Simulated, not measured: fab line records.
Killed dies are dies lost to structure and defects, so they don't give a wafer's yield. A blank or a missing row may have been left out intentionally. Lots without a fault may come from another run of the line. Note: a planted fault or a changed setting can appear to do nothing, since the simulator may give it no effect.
Which tool was responsible? | flow gf180mcu | at 1 step of a route of 602, 7 lots with 20 wafers sampled

WHAT THE GAUGES SHOWED, per wafer
GF_STI_THK_MEAS_02.
lot  | measured    | on           | STI_OXIDATION_THK (nm)
L165 | day 1 16:32 | filmMetro-04 | 10.02 9.78 9.78
L167 | day 2 02:31 | filmMetro-04 | 10.06 9.96 10.01
L172 | day 3 03:42 | filmMetro-03 | 10.00 9.75
L175 | day 3 18:31 | filmMetro-03 | 9.73 9.61 9.73
L179 | day 4 14:35 | filmMetro-03 | 9.82 9.63 9.78
L181 | day 5 00:31 | filmMetro-04 | 10.28 10.41 10.22
L187 | day 6 07:40 | filmMetro-04 | 9.89 9.79 9.63

TOOL THAT RAN EACH LOT (tool first, then ch and the chambers of the sampled wafers, then the start)
There is no process step in the record ahead of these readings.

THE ANSWER, worked out from the rows above alone
Rule: the usual values come from the lots themselves. The widest of any qualifying gaps counts: lots, ordered by their means at a reading, are off when they make up no more than a third of the lots, leave a main group of 4 or more, and stand apart from it by 3 or more times the standard deviation of that group's means. Not used: any main group whose means are identical at the precision the tables above print for the reading. Also off: a lot with no number at a reading for which 4 or more lots have one. The other lots that the step has rows for count as sound.
No lot is off at any reading shown: from this, nothing can be told.

WHAT THE SIMULATOR HAD INSERTED
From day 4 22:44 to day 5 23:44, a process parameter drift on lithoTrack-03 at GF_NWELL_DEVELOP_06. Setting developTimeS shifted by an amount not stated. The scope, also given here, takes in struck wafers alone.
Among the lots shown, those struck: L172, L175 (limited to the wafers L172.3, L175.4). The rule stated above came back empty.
